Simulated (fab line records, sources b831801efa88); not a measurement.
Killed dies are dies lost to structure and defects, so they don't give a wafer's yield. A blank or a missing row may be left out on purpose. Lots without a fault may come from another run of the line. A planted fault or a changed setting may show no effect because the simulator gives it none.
One fault seen from 2 desks | flow gf180mcu | each desk has only its own numbers; what lay behind them comes last

THE TOOL OWNER'S DESK: litho_track-04
The tool's own readings at GF_V1_SOFTBAKE_10 (time 60 s): means of the sampled wafers that have a number, for each lot that ran on this tool. A lot is out of limits, marked OUT, if its mean lies more than 4 standard deviations from the usual mean; the brackets give that distance.
Columns: A = exhaust_pa at GF_V1_SOFTBAKE_10, usual 44.9 Pa; B = heater_power_total_W at GF_V1_SOFTBAKE_10, usual 93.05 W; C = plate_temp_C at GF_V1_SOFTBAKE_10, usual 130.01 C
lot  | first seen here | A    | B               | C
L197 | day 18 21:00    | 44.9 | 93.08           | 130.06
L211 | day 23 22:00    | 44.5 | 91.87 (-19) OUT | 128.65 (-10) OUT
L212 | day 24 02:00    | 43.1 | 91.84 (-19) OUT | 128.79 (-9.4) OUT
This desk's finding: out of limits on L211, L212; first on L211, day 23 22:00 (heater_power_total_W at GF_V1_SOFTBAKE_10). In limits: L197.

THE METROLOGY DESK
What the gauges read, lot by lot, whatever tool the lot ran on: means of the sampled wafers that have a number. A lot is out of limits, marked OUT, if its mean lies more than 4 standard deviations from the usual mean; the brackets give that distance.
Columns: A = CONTACT_W_RS at GF_CONTACT_RS_MEAS_25, usual 0.381 ohm/sq; B = cd_nm at GF_M1_CD_MEAS_14, usual 230.4 nm
lot  | first seen here | A     | B
L194 | day 16 05:08    | 0.382 | 229.3
L197 | day 17 07:35    | 0.380 | 233.6
L199 | day 18 10:48    | 0.384 | 228.8
L201 | day 18 22:28    | 0.382 | 231.0
L200 | day 18 22:49    | 0.377 | 230.1
L203 | day 19 16:47    | 0.383 | 232.2
L211 | day 22 10:21    | 0.386 | 229.9
L212 | day 22 13:19    | 0.379 | 230.4
L213 | day 22 19:34    | 0.382 | 230.8
L214 | day 23 05:45    | 0.383 | 230.4
L215 | day 23 16:17    | 0.380 | 231.1
L216 | day 23 19:41    | 0.386 | 231.4
L217 | day 23 23:28    | 0.388 | 229.9
This desk's finding: nothing out of limits on any of the 13 lots.

PUT TOGETHER
The tool owner's desk could have raised an alarm at day 23 22:00, on L211, L212.
The metrology desk saw nothing out of limits.
The metrology desk has L211, L212 on record, within its limits.
Of the lots named, all ran GF_V1_SOFTBAKE_10 on litho_track-04.

WHAT THE SIMULATOR HAD PUT IN
Process parameter drift: litho_track-04, from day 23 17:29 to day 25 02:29, at GF_V1_SOFTBAKE_10. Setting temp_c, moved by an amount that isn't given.
Lots struck among those shown: L211, L212.
Hours from the fault's start to each desk's first reading out of limits: the tool owner's desk, 5.
